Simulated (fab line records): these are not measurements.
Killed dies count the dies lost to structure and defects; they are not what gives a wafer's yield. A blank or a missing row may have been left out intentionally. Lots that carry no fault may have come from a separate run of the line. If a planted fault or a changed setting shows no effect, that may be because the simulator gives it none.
fab line records -- flow sky130
record: lots: 12, wafers: 36, last-day: 50
route steps=708 shown NWELL@67 VT_ADJUST_LVTN@104 VT_ADJUST_HVTR@139 PAD_OPEN@708
lots that met no fault: taken from a fault-free run of the same line
start-h: hours from the record's opening day to when the first of the lot's shown wafers began -- wait-h: hours from the lot's prior step to this one -- " same as the row above -- L1.1+2: a row that stands for several wafers -- - value missing, or start not given -- * or withheld: withheld -- < > ~ a bound
route shown NAME@n: NAME is a module with steps in the file, n the number in the route of the first one -- usual: mean and standard deviation over wafers with no fault -- same: alike in all rows -- chamber/n: place in a boat -- sites: each site's reading -- _std_site: how widely they spread, as a standard deviation -- _edge_site: the outer-site mean with the inner-site mean subtracted -- radius-mm: how far each site lies from the wafer's centre -- mask NAME#n: copy n -- behind: the most recent tool/chamber to have shaped the wafer -- hold: what put the lot on hold/how long, in hours/how the hold closed -- device: which transistor (n, p or np) failed to switch -- end of line: the tests these same wafers got at the end of their route -- a step without rows: its recipe alone -- killed: dies lost to structure and defects at the first sort, not the wafer's yield -- map: the dies of a wafer, with x for killed, . for not killed, _ for no die there
set.NAME: the setting that was run; set.NAME@STEP: the one run at that earlier step -- model.NAME: the simulator's own value behind a step, which no gauge read
one table for each step of the route and one row for each wafer, over a sample of lots
services: from which hour (start-h, from the record's first day; less than 0 if before it) a tool's chamber was out of use, for how many hours, and why
== steps ==
step: SKY_NWELL_STRIP_14
recipe: chemistry: O2/N2, power-w: 1400, pressure-mtorr: 1500, platen-temp-c: withheld, o2-flow-sccm: 3000, n2-flow-sccm: 300, overash-fraction: 0.5
usual: drypump-motor-current-A: 5.7/0.33, n2-flow-sccm: 300.0/0.85, oes-product-au: 0.722/0.0045, strip-time-to-endpoint-s: 36.93/0.11
lot.wafer,tool,chamber,start-h,wait-h,drypump-motor-current-A,n2-flow-sccm,oes-product-au,rf-hours-counter-h,strip-time-to-endpoint-s
L620.2,plasma-asher-03,0,96.12,0.1,5.3,300.2,0.721,24,36.98
L620.3,plasma-asher-03,0,96.12,0.1,5.3,299.3,0.725,-,36.98
L620.5,plasma-asher-03,0,96.12,0.1,5.3,299.1,0.730,-,36.87
L624.2,plasma-asher-01,0,115.91,0.1,6.1,302.7,0.722,47,37.19
L624.3,plasma-asher-01,1,115.91,0.1,5.9,299.6,0.726,-,37.16
L624.5,plasma-asher-01,1,115.91,0.1,5.9,300.2,0.718,-,37.20
L625.1,plasma-asher-03,1,121.39,0.1,5.2,301.3,0.716,28,36.99
L625.4,plasma-asher-03,1,121.39,0.1,5.2,300.7,0.725,-,36.93
L625.5,plasma-asher-03,0,121.39,0.1,5.3,299.4,0.722,-,37.02
L628.1,plasma-asher-01,1,138.29,0.1,5.9,299.3,0.720,49,36.96
L628.3,plasma-asher-01,0,138.29,0.1,6.1,300.7,0.723,-,36.87
L628.5,plasma-asher-01,1,138.29,0.1,5.9,299.1,0.721,-,36.87
L629.1,plasma-asher-03,1,142.58,0.1,5.2,299.7,0.726,30,36.86
L629.4,plasma-asher-03,0,142.58,0.1,5.3,298.4,0.720,-,36.76
L629.6,plasma-asher-03,0,142.58,0.1,5.3,299.8,0.718,-,36.88
L630.1,plasma-asher-04,1,148.33,0.1,5.8,298.4,0.716,3,36.88
L630.4,plasma-asher-04,0,148.33,0.1,5.7,300.0,0.725,-,36.86
L630.5,plasma-asher-04,0,148.33,0.1,5.7,299.9,0.724,-,36.84
L631.1,plasma-asher-01,1,155.37,0.1,5.9,300.2,0.731,50,36.96
L631.3,plasma-asher-01,0,155.37,0.1,6.1,299.3,0.722,-,37.01
L631.4,plasma-asher-01,1,155.37,0.1,5.9,299.3,0.724,-,37.01
L632.1,plasma-asher-04,0,163.38,0.1,5.8,299.9,0.714,4,36.95
L632.2,plasma-asher-04,1,163.38,0.1,5.8,299.5,0.724,4,36.90
L632.3,plasma-asher-04,1,163.38,0.1,5.7,300.8,0.734,-,36.90
L633.1,plasma-asher-04,1,167.93,0.1,5.7,300.7,0.721,4,36.96
L633.4,plasma-asher-04,1,167.93,0.1,5.8,300.6,0.724,-,36.96
L633.6,plasma-asher-04,1,167.93,0.1,5.8,301.9,0.714,-,37.15
L634.1,plasma-asher-03,0,172.69,0.1,5.3,299.5,0.720,33,37.10
L634.2,plasma-asher-03,1,172.69,0.1,5.2,299.3,0.721,33,36.99
L634.4,plasma-asher-03,0,172.69,0.1,5.3,298.8,0.720,-,37.01
L636.1,plasma-asher-01,0,185.59,0.1,6.1,300.3,0.728,53,37.15
L636.2,plasma-asher-01,1,185.59,0.1,5.9,299.9,0.722,53,37.08
L636.3,plasma-asher-01,0,185.59,0.1,6.1,299.6,0.716,-,37.02
L641.2,plasma-asher-04,0,215.49,0.1,5.7,299.1,0.716,9,36.80
L641.3,plasma-asher-04,0,215.49,0.1,5.7,300.3,0.724,-,36.93
L641.5,plasma-asher-04,1,215.49,0.1,5.8,299.6,0.719,-,36.93
step: SKY_VT_ADJUST_LVTN_OVL_MEAS_07
usual: VT_ADJUST_LVTN_OVL: 0.0/1.3
lot.wafer,tool,chamber,start-h,wait-h,VT_ADJUST_LVTN_OVL[nm]
L620.2,overlay-02,-,153.10,-,0.3
L620.3,overlay-02,-,153.10,-,-1.3
L620.5,overlay-02,-,153.10,-,-2.0
L624.2,overlay-01,-,175.69,-,0.3
L624.3,overlay-01,-,175.69,-,0.4
L624.5,overlay-01,-,175.69,-,-0.2
L625.1,overlay-02,-,181.63,-,-1.9
L625.4,overlay-02,-,181.63,-,-0.4
L625.5,overlay-02,-,181.63,-,-2.0
L628.1,overlay-02,-,201.38,-,3.4
L628.3,overlay-02,-,201.38,-,1.9
L628.5,overlay-02,-,201.38,-,1.3
L629.1,overlay-01,-,205.69,-,0.7
L629.4,overlay-01,-,205.69,-,2.4
L629.6,overlay-01,-,205.69,-,2.3
L630.1,overlay-02,-,211.55,-,0.1
L630.4,overlay-02,-,211.55,-,-0.4
L630.5,overlay-02,-,211.55,-,-0.3
L631.1,overlay-01,-,220.68,-,-2.3
L631.3,overlay-01,-,220.68,-,-2.5
L631.4,overlay-01,-,220.68,-,-2.3
L632.1,overlay-02,-,228.44,-,-0.1
L632.2,overlay-02,-,228.44,-,-0.6
L632.3,overlay-02,-,228.44,-,0.6
L633.1,overlay-02,-,230.75,-,-0.8
L633.4,overlay-02,-,230.75,-,0.1
L633.6,overlay-02,-,230.75,-,-0.3
L634.1,overlay-02,-,236.69,-,-1.0
L634.2,overlay-02,-,236.69,-,-0.5
L634.4,overlay-02,-,236.69,-,0.3
L636.1,overlay-01,-,251.44,-,0.6
L636.2,overlay-01,-,251.44,-,0.0
L636.3,overlay-01,-,251.44,-,1.3
L641.2,overlay-01,-,284.70,-,0.6
L641.3,overlay-01,-,284.70,-,1.2
L641.5,overlay-01,-,284.70,-,-1.2
step: SKY_VT_ADJUST_LVTN_EXPOSE_15
recipe: mask-id: HVN_STD_DERIVED, na: 0.6, source-shape: conventional, sigma-outer: 0.6, polarization: unpolarized, target-cd-nm: 600, dose-mj: 163
usual: exposure-dose-mJ-cm2: 162.99/0.17, reticle-temp-C: 23.04/0.089
lot.wafer,tool,chamber,start-h,wait-h,mask,exposure-dose-mJ-cm2,reticle-temp-C
L620.2,iline-stepper-01,0,163.52,-,HVN_STD_DERIVED#0,163.03,23.19
L620.3,iline-stepper-01,0,163.52,-,HVN_STD_DERIVED#0,162.95,23.08
L620.5,iline-stepper-01,0,163.52,-,HVN_STD_DERIVED#0,162.96,23.11
L624.2,iline-stepper-01,0,186.03,-,HVN_STD_DERIVED#0,163.30,23.10
L624.3,iline-stepper-01,0,186.03,-,HVN_STD_DERIVED#0,163.37,23.14
L624.5,iline-stepper-01,0,186.03,-,HVN_STD_DERIVED#0,163.31,23.10
L625.1,iline-stepper-02,0,192.71,-,HVN_STD_DERIVED#0,162.76,23.08
L625.4,iline-stepper-02,0,192.71,-,HVN_STD_DERIVED#0,162.97,23.12
L625.5,iline-stepper-02,0,192.71,-,HVN_STD_DERIVED#0,162.85,23.02
L628.1,iline-stepper-02,0,211.89,-,HVN_STD_DERIVED#0,162.80,22.97
L628.3,iline-stepper-02,0,211.89,-,HVN_STD_DERIVED#0,163.01,22.93
L628.5,iline-stepper-02,0,211.89,-,HVN_STD_DERIVED#0,163.10,23.12
L629.1,iline-stepper-01,0,216.56,-,HVN_STD_DERIVED#0,163.23,23.12
L629.4,iline-stepper-01,0,216.56,-,HVN_STD_DERIVED#0,163.17,23.00
L629.6,iline-stepper-01,0,216.56,-,HVN_STD_DERIVED#0,163.20,23.18
L630.1,iline-stepper-01,0,222.69,-,HVN_STD_DERIVED#0,162.69,23.04
L630.4,iline-stepper-01,0,222.69,-,HVN_STD_DERIVED#0,162.81,23.14
L630.5,iline-stepper-01,0,222.69,-,HVN_STD_DERIVED#0,162.81,23.09
L631.1,iline-stepper-02,0,231.06,-,HVN_STD_DERIVED#0,163.14,22.96
L631.3,iline-stepper-02,0,231.06,-,HVN_STD_DERIVED#0,162.99,23.01
L631.4,iline-stepper-02,0,231.06,-,HVN_STD_DERIVED#0,162.97,23.08
L632.1,iline-stepper-01,0,238.82,-,HVN_STD_DERIVED#0,184.04,23.03
L632.2,iline-stepper-01,0,238.82,-,HVN_STD_DERIVED#0,184.07,22.93
L632.3,iline-stepper-01,0,238.82,-,HVN_STD_DERIVED#0,184.20,22.90
L633.1,iline-stepper-02,0,242.16,-,HVN_STD_DERIVED#0,163.11,23.18
L633.4,iline-stepper-02,0,242.16,-,HVN_STD_DERIVED#0,163.04,23.08
L633.6,iline-stepper-02,0,242.16,-,HVN_STD_DERIVED#0,162.99,23.04
L634.1,iline-stepper-01,0,248.67,-,HVN_STD_DERIVED#0,184.29,22.92
L634.2,iline-stepper-01,0,248.67,-,HVN_STD_DERIVED#0,184.24,22.92
L634.4,iline-stepper-01,0,248.67,-,HVN_STD_DERIVED#0,184.29,22.97
L636.1,iline-stepper-02,0,263.38,-,HVN_STD_DERIVED#0,162.91,23.08
L636.2,iline-stepper-02,0,263.38,-,HVN_STD_DERIVED#0,163.06,22.93
L636.3,iline-stepper-02,0,263.38,-,HVN_STD_DERIVED#0,162.69,23.06
L641.2,iline-stepper-02,0,297.92,-,HVN_STD_DERIVED#0,163.08,23.02
L641.3,iline-stepper-02,0,297.92,-,HVN_STD_DERIVED#0,163.00,23.02
L641.5,iline-stepper-02,0,297.92,-,HVN_STD_DERIVED#0,162.98,23.00
step: SKY_VT_ADJUST_HVTR_OVL_MEAS_08
usual: VT_ADJUST_HVTR_OVL: 0.4/1.4
lot.wafer,tool,chamber,start-h,wait-h,VT_ADJUST_HVTR_OVL[nm]
L620.2,overlay-02,-,216.58,0.1,-0.5
L620.3,overlay-02,-,216.58,0.1,0.5
L620.5,overlay-02,-,216.58,0.1,-0.5
L624.2,overlay-01,-,239.46,0.1,0.6
L624.3,overlay-01,-,239.46,0.1,0.2
L624.5,overlay-01,-,239.46,0.1,1.1
L625.1,overlay-02,-,246.02,0.1,-1.1
L625.4,overlay-02,-,246.02,0.1,-1.7
L625.5,overlay-02,-,246.02,0.1,-1.4
L628.1,overlay-01,-,267.62,0.1,2.5
L628.3,overlay-01,-,267.62,0.1,2.3
L628.5,overlay-01,-,267.62,0.1,1.7
L629.1,overlay-02,-,271.45,0.1,-1.3
L629.4,overlay-02,-,271.45,0.1,-1.0
L629.6,overlay-02,-,271.45,0.1,-1.9
L630.1,overlay-02,-,279.37,0.1,1.1
L630.4,overlay-02,-,279.37,0.1,2.3
L630.5,overlay-02,-,279.37,0.1,1.0
L631.1,overlay-01,-,289.92,0.1,-1.5
L631.3,overlay-01,-,289.92,0.1,-0.5
L631.4,overlay-01,-,289.92,0.1,-1.2
L632.1,overlay-02,-,298.80,0.1,0.7
L632.2,overlay-02,-,298.80,0.1,2.7
L632.3,overlay-02,-,298.80,0.1,2.6
L633.1,overlay-02,-,302.50,0.1,2.1
L633.4,overlay-02,-,302.50,0.1,0.9
L633.6,overlay-02,-,302.50,0.1,0.8
L634.1,overlay-02,-,309.07,0.1,2.6
L634.2,overlay-02,-,309.07,0.1,3.2
L634.4,overlay-02,-,309.07,0.1,1.1
L636.1,overlay-01,-,326.12,0.1,2.5
L636.2,overlay-01,-,326.12,0.1,1.0
L636.3,overlay-01,-,326.12,0.1,1.3
L641.2,overlay-01,-,363.87,0.1,-1.5
L641.3,overlay-01,-,363.87,0.1,-1.3
L641.5,overlay-01,-,363.87,0.1,-0.6
step: SKY_PAD_OPEN_PROBE_99
usual: killed_at_M0_to_M3: 43/8, killed_at_M4_up: 2.9/1.6, killed-at-contacts: 26/5.2, killed-at-front-end: 15/4.3, killed-at-other: 0.3/0.56, killed-dies: 87/10, killed-open: 48/6.9, killed-short: 40/6.5
same: gross-dies: 492, killed-at-back-side: 0
lot.wafer,tool,chamber,start-h,wait-h,killed_at_M0_to_M3,killed_at_M4_up,killed-at-contacts,killed-at-front-end,killed-at-other,killed-dies,killed-open,killed-short
L620.2,prober-01,-,1084.07,0.1,26,5,21,16,0,68,38,30
L620.3,prober-01,-,1084.12,0.2,58,3,28,11,0,100,52,48
L620.5,prober-01,-,1084.22,0.2,53,3,21,20,0,97,59,38
L624.2,prober-01,-,1106.26,0.1,41,3,35,12,0,91,50,41
L624.3,prober-01,-,1106.31,0.2,50,2,26,17,0,95,48,47
L624.5,prober-01,-,1106.41,0.2,34,5,22,11,0,72,35,37
L625.1,prober-01,-,1111.46,0.1,46,2,41,14,0,103,56,47
L625.4,prober-01,-,1111.61,0.2,47,2,26,16,1,92,46,46
L625.5,prober-01,-,1111.66,0.2,44,1,32,22,0,99,51,48
L628.1,prober-02,-,1128.61,0.1,65,4,22,18,1,110,58,52
L628.3,prober-02,-,1128.71,0.2,48,6,25,17,0,96,52,44
L628.5,prober-02,-,1128.81,0.2,58,1,27,11,0,97,58,39
L629.1,prober-01,-,1129.71,0.1,55,2,32,13,0,102,57,45
L629.4,prober-01,-,1129.86,0.2,54,4,10,12,0,80,48,32
L629.6,prober-01,-,1129.96,0.2,63,2,20,12,0,97,50,47
L630.1,prober-02,-,1140.07,0.1,45,4,28,15,0,92,53,39
L630.4,prober-02,-,1140.22,0.2,36,3,26,17,1,83,40,43
L630.5,prober-02,-,1140.27,0.2,44,6,27,18,0,95,49,46
L631.1,prober-01,-,1144.31,0.1,39,3,17,15,1,75,45,30
L631.3,prober-01,-,1144.41,0.2,51,2,25,14,1,93,53,40
L631.4,prober-01,-,1144.46,0.2,50,3,35,12,0,100,66,34
L632.1,prober-02,-,1154.59,0.1,37,4,23,15,0,79,40,39
L632.2,prober-02,-,1154.64,0.1,40,2,23,12,0,77,44,33
L632.3,prober-02,-,1154.69,0.2,36,1,19,16,0,72,39,33
L633.1,prober-02,-,1154.89,0.3,46,3,21,17,0,87,45,42
L633.4,prober-02,-,1155.04,0.4,36,3,24,13,1,77,39,38
L633.6,prober-02,-,1155.14,0.4,42,4,34,19,0,99,50,49
L634.1,prober-02,-,1161.56,0.1,52,6,33,19,0,110,57,53
L634.2,prober-02,-,1161.61,0.1,36,3,26,10,0,75,41,34
L634.4,prober-02,-,1161.71,0.2,36,4,29,14,1,84,41,43
L636.1,prober-02,-,1171.62,0.1,34,2,25,16,0,77,50,27
L636.2,prober-02,-,1171.67,0.1,33,5,36,12,2,88,40,48
L636.3,prober-02,-,1171.72,0.2,44,2,27,13,0,86,49,37
L641.2,prober-01,-,1195.05,0.1,40,3,25,22,0,90,50,40
L641.3,prober-01,-,1195.10,0.2,51,1,21,16,0,89,54,35
L641.5,prober-01,-,1195.20,0.2,42,4,30,22,0,98,49,49
killed by level:class
L620.2 CONTACT:geometric-particle:open=10 LI_CONTACT:geometric-particle:open=6 METAL1:geometric-particle:short=6 FIELD_ISO:geometric-particle:open=5 VIA2:geometric-particle:open=4 METAL4:geometric-particle:short=4 POLY_GATE:geometric-particle:open=3 SPACER:geometric-particle:open=3
L620.3 VIA3:geometric-particle:open=14 METAL1:geometric-particle:short=10 CONTACT:geometric-particle:open=9 LI_CONTACT:geometric-particle:open=7 VIA1:geometric-particle:open=7 FIELD_ISO:geometric-particle:short=6 VIA1:geometric-particle:short=6 METAL2:geometric-particle:short=5
L620.5 VIA1:geometric-particle:open=15 LI_CONTACT:geometric-particle:open=8 VIA3:geometric-particle:open=8 VIA2:geometric-particle:open=7 POLY_GATE:geometric-particle:open=5 CONTACT:geometric-particle:open=5 METAL1:geometric-particle:short=5 VIA1:geometric-particle:short=5
L624.2 CONTACT:geometric-particle:open=12 LI_CONTACT:geometric-particle:open=12 VIA1:geometric-particle:open=9 METAL2:geometric-particle:short=8 CONTACT:geometric-particle:short=6 VIA2:geometric-particle:open=5 FIELD_ISO:geometric-particle:open=4 VIA3:geometric-particle:short=4
L624.3 VIA1:geometric-particle:short=10 METAL2:geometric-particle:short=10 LI_CONTACT:geometric-particle:open=9 CONTACT:geometric-particle:open=9 VIA1:geometric-particle:open=9 FIELD_ISO:geometric-particle:open=5 POLY_GATE:geometric-particle:short=4 VIA3:geometric-particle:open=4
L624.5 LI_CONTACT:geometric-particle:open=8 CONTACT:geometric-particle:open=7 VIA1:geometric-particle:open=7 METAL3:geometric-particle:short=6 FIELD_ISO:geometric-particle:short=5 VIA2:geometric-particle:open=5 CONTACT:geometric-particle:short=4 VIA1:geometric-particle:short=4
L625.1 CONTACT:geometric-particle:open=15 LI_CONTACT:geometric-particle:open=9 METAL1:geometric-particle:short=9 VIA1:geometric-particle:open=8 LI_CONTACT:geometric-particle:short=7 VIA3:geometric-particle:open=7 METAL2:geometric-particle:short=6 POLY_GATE:geometric-particle:short=5
L625.4 CONTACT:geometric-particle:open=10 VIA2:geometric-particle:open=9 VIA1:geometric-particle:open=8 METAL2:geometric-particle:short=7 FIELD_ISO:geometric-particle:short=6 METAL1:geometric-particle:short=6 VIA1:geometric-particle:short=6 FIELD_ISO:geometric-particle:open=5
L625.5 VIA2:geometric-particle:open=13 CONTACT:geometric-particle:open=9 LI_CONTACT:geometric-particle:open=8 FIELD_ISO:geometric-particle:short=6 LOCAL_INTERCONNECT:geometric-particle:short=6 METAL1:geometric-particle:short=5 VIA2:geometric-particle:short=5 SPACER:geometric-particle:open=4
L628.1 VIA1:geometric-particle:open=14 CONTACT:geometric-particle:open=12 METAL1:geometric-particle:short=12 METAL2:geometric-particle:short=9 VIA1:geometric-particle:short=7 POLY_GATE:geometric-particle:open=6 METAL2:geometric-particle:open=6 VIA2:geometric-particle:open=6
L628.3 VIA2:geometric-particle:open=9 CONTACT:geometric-particle:open=8 VIA1:geometric-particle:open=8 VIA3:geometric-particle:open=8 FIELD_ISO:geometric-particle:short=6 FIELD_ISO:geometric-particle:open=5 VIA1:geometric-particle:short=5 LI_CONTACT:geometric-particle:open=5
L628.5 VIA2:geometric-particle:open=12 VIA1:geometric-particle:open=12 VIA3:geometric-particle:open=9 CONTACT:geometric-particle:open=8 METAL1:geometric-particle:short=8 METAL2:geometric-particle:short=7 LOCAL_INTERCONNECT:geometric-particle:short=6 LI_CONTACT:geometric-particle:open=5
L629.1 CONTACT:geometric-particle:open=16 VIA1:geometric-particle:open=14 CONTACT:geometric-particle:short=10 METAL2:geometric-particle:short=10 VIA2:geometric-particle:open=8 VIA3:geometric-particle:open=6 FIELD_ISO:geometric-particle:open=4 POLY_GATE:geometric-particle:short=4
L629.4 VIA1:geometric-particle:open=14 VIA3:geometric-particle:open=11 METAL2:geometric-particle:short=8 CONTACT:geometric-particle:open=5 VIA1:geometric-particle:short=5 VIA2:geometric-particle:open=5 FIELD_ISO:geometric-particle:open=4 METAL1:geometric-particle:short=4
L629.6 VIA1:geometric-particle:open=13 VIA3:geometric-particle:open=11 METAL2:geometric-particle:short=10 CONTACT:geometric-particle:open=6 METAL1:geometric-particle:short=6 LI_CONTACT:geometric-particle:open=5 VIA1:geometric-particle:short=5 METAL3:geometric-particle:short=5
L630.1 VIA1:geometric-particle:open=12 CONTACT:geometric-particle:open=9 LI_CONTACT:geometric-particle:open=8 VIA2:geometric-particle:open=8 METAL2:geometric-particle:short=7 VIA3:geometric-particle:open=7 FIELD_ISO:geometric-particle:short=6 CONTACT:geometric-particle:short=6
L630.4 VIA3:geometric-particle:open=8 LI_CONTACT:geometric-particle:open=7 CONTACT:geometric-particle:open=7 CONTACT:geometric-particle:short=6 METAL2:geometric-particle:short=6 SPACER:geometric-particle:short=5 VIA1:geometric-particle:open=5 FIELD_ISO:geometric-particle:short=4
L630.5 VIA1:geometric-particle:open=10 LI_CONTACT:geometric-particle:open=9 CONTACT:geometric-particle:open=9 METAL2:geometric-particle:short=7 VIA3:geometric-particle:short=7 VIA2:geometric-particle:open=6 POLY_GATE:geometric-particle:open=5 METAL4:geometric-particle:short=5
L631.1 VIA1:geometric-particle:open=12 VIA2:geometric-particle:open=7 LI_CONTACT:geometric-particle:open=5 CONTACT:geometric-particle:open=5 POLY_GATE:geometric-particle:short=4 POLY_GATE:geometric-particle:open=4 METAL1:geometric-particle:short=4 VIA3:geometric-particle:open=4
L631.3 VIA2:geometric-particle:open=9 FIELD_ISO:geometric-particle:open=7 VIA3:geometric-particle:open=7 LI_CONTACT:geometric-particle:open=7 CONTACT:geometric-particle:open=7 VIA1:geometric-particle:open=7 VIA1:geometric-particle:short=6 METAL2:geometric-particle:short=5
L631.4 CONTACT:geometric-particle:open=17 VIA1:geometric-particle:open=13 VIA3:geometric-particle:open=10 LI_CONTACT:geometric-particle:open=7 CONTACT:geometric-particle:short=7 VIA3:geometric-particle:short=5 METAL3:geometric-particle:short=4 POLY_GATE:geometric-particle:open=4
L632.1 CONTACT:geometric-particle:open=11 VIA3:geometric-particle:open=7 METAL1:geometric-particle:short=7 VIA1:geometric-particle:open=6 FIELD_ISO:geometric-particle:short=4 VIA2:geometric-particle:open=4 FIELD_ISO:geometric-particle:open=3 LI_CONTACT:geometric-particle:open=3
L632.2 VIA1:geometric-particle:open=14 CONTACT:geometric-particle:open=8 METAL1:geometric-particle:short=7 LI_CONTACT:geometric-particle:open=6 VIA2:geometric-particle:open=6 CONTACT:geometric-particle:short=5 VIA3:geometric-particle:open=5 FIELD_ISO:geometric-particle:short=4
L632.3 VIA1:geometric-particle:open=9 CONTACT:geometric-particle:open=7 VIA3:geometric-particle:open=7 METAL2:geometric-particle:short=6 LOCAL_INTERCONNECT:geometric-particle:short=5 FIELD_ISO:geometric-particle:short=4 LI_CONTACT:geometric-particle:open=4 POLY_GATE:geometric-particle:short=3
L633.1 VIA1:geometric-particle:open=11 METAL2:geometric-particle:short=10 LI_CONTACT:geometric-particle:open=9 METAL1:geometric-particle:short=6 CONTACT:geometric-particle:open=6 FIELD_ISO:geometric-particle:short=5 VIA3:geometric-particle:open=5 FIELD_ISO:geometric-particle:open=4
L633.4 VIA2:geometric-particle:open=7 LI_CONTACT:geometric-particle:open=6 VIA1:geometric-particle:open=6 CONTACT:geometric-particle:open=6 METAL1:geometric-particle:short=6 FIELD_ISO:geometric-particle:short=5 LOCAL_INTERCONNECT:geometric-particle:short=5 CONTACT:geometric-particle:short=4
L633.6 CONTACT:geometric-particle:open=10 METAL1:geometric-particle:short=9 POLY_GATE:geometric-particle:short=8 VIA2:geometric-particle:open=8 VIA1:geometric-particle:open=8 LOCAL_INTERCONNECT:geometric-particle:short=7 VIA3:geometric-particle:open=6 LI_CONTACT:geometric-particle:open=5
L634.1 CONTACT:geometric-particle:open=18 VIA1:geometric-particle:open=13 METAL2:geometric-particle:short=7 VIA2:geometric-particle:open=7 VIA1:geometric-particle:short=7 LI_CONTACT:geometric-particle:open=6 VIA2:geometric-particle:short=5 POLY_GATE:geometric-particle:short=5
L634.2 CONTACT:geometric-particle:open=12 VIA2:geometric-particle:short=9 VIA1:geometric-particle:open=8 LI_CONTACT:geometric-particle:open=6 METAL2:geometric-particle:short=5 METAL1:geometric-particle:short=4 FIELD_ISO:geometric-particle:open=3 POLY_GATE:geometric-particle:short=3
L634.4 CONTACT:geometric-particle:open=13 POLY_GATE:geometric-particle:short=7 LI_CONTACT:geometric-particle:open=6 VIA1:geometric-particle:open=6 VIA3:geometric-particle:open=6 CONTACT:geometric-particle:short=5 METAL1:geometric-particle:short=5 POLY_GATE:geometric-particle:open=4
L636.1 LI_CONTACT:geometric-particle:open=10 CONTACT:geometric-particle:open=8 VIA1:geometric-particle:open=8 VIA2:geometric-particle:open=6 VIA3:geometric-particle:open=5 FIELD_ISO:geometric-particle:open=3 POLY_GATE:geometric-particle:open=3 METAL2:geometric-particle:short=3
L636.2 CONTACT:geometric-particle:open=15 CONTACT:geometric-particle:short=8 VIA1:geometric-particle:open=8 VIA1:geometric-particle:short=6 FIELD_ISO:geometric-particle:short=5 LOCAL_INTERCONNECT:geometric-particle:short=5 METAL2:geometric-particle:short=5 POLY_GATE:geometric-particle:short=4
L636.3 CONTACT:geometric-particle:open=12 VIA2:geometric-particle:open=9 VIA1:geometric-particle:open=7 LI_CONTACT:geometric-particle:open=6 LOCAL_INTERCONNECT:geometric-particle:short=5 VIA1:geometric-particle:short=5 VIA3:geometric-particle:short=5 METAL1:geometric-particle:short=4
L641.2 VIA1:geometric-particle:open=14 CONTACT:geometric-particle:open=10 LOCAL_INTERCONNECT:geometric-particle:short=6 METAL1:geometric-particle:short=6 VIA3:geometric-particle:open=6 FIELD_ISO:geometric-particle:short=4 FIELD_ISO:geometric-particle:open=4 POLY_GATE:geometric-particle:short=4
L641.3 CONTACT:geometric-particle:open=11 VIA3:geometric-particle:open=11 METAL2:geometric-particle:short=9 VIA1:geometric-particle:open=9 POLY_GATE:geometric-particle:open=5 FIELD_ISO:geometric-particle:short=4 LI_CONTACT:geometric-particle:open=4 CONTACT:geometric-particle:short=4
L641.5 CONTACT:geometric-particle:open=11 LI_CONTACT:geometric-particle:open=9 CONTACT:geometric-particle:short=7 VIA3:geometric-particle:open=6 METAL1:geometric-particle:short=6 VIA1:geometric-particle:short=6 METAL2:geometric-particle:short=6 POLY_GATE:geometric-particle:open=5
== services ==
tool,chamber,start-h,hours,kind
plasma-asher-04,-,77.84,28.1,pm
iline-stepper-02,-,89.20,8.6,repair
iline-stepper-02,-,105.77,2.1,pm
iline-stepper-02,-,107.85,-,consumable-replace:lamp
plasma-asher-01,-,108.12,3.6,repair
plasma-asher-04,-,108.75,9.0,pm
plasma-asher-04,0,108.75,9.0,vent-cycle
plasma-asher-04,1,108.75,9.0,vent-cycle
plasma-asher-04,-,111.08,3.7,repair
plasma-asher-04,0,117.75,-,clean
plasma-asher-04,1,117.75,-,clean
plasma-asher-04,-,119.83,3.0,repair
iline-stepper-01,-,122.30,1.7,pm
iline-stepper-02,-,159.21,1.7,pm
iline-stepper-01,-,166.14,18.6,repair
iline-stepper-02,-,232.44,4.6,repair
iline-stepper-02,-,269.51,4.3,repair
iline-stepper-01,-,276.45,1.9,repair
== key ==
first-sign: step: SKY_VT_ADJUST_LVTN_EXPOSE_15, reading: exposure-dose-mJ-cm2, direction: up, sigmas: 99+, usual: *, struck: *
effect none on later readings
met-at SKY_VT_ADJUST_LVTN_EXPOSE_15
struck-lots L632,L634
tester-left-out L632,L634
not-acting-at SKY_NWELL_STRIP_14,SKY_VT_ADJUST_LVTN_OVL_MEAS_07,SKY_VT_ADJUST_HVTR_OVL_MEAS_08
onset-between 222.69 238.82
fault: kind: process-parameter-drift, tool: iline-stepper-01, chamber: -, onset-h: 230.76, steps: SKY_VT_ADJUST_LVTN_EXPOSE_15, channel: dose-mj, offset: 21.334, shape: step, acts-in: these-recipes-only, stated: 163
tester-left-out: of these lots the tester's yield and bins aren't shown, on N5 and GAA mostly nor the transistor test; their killed dies are dies lost to structure and defects alone, not to doping, threshold or leakage, so they don't give the yield
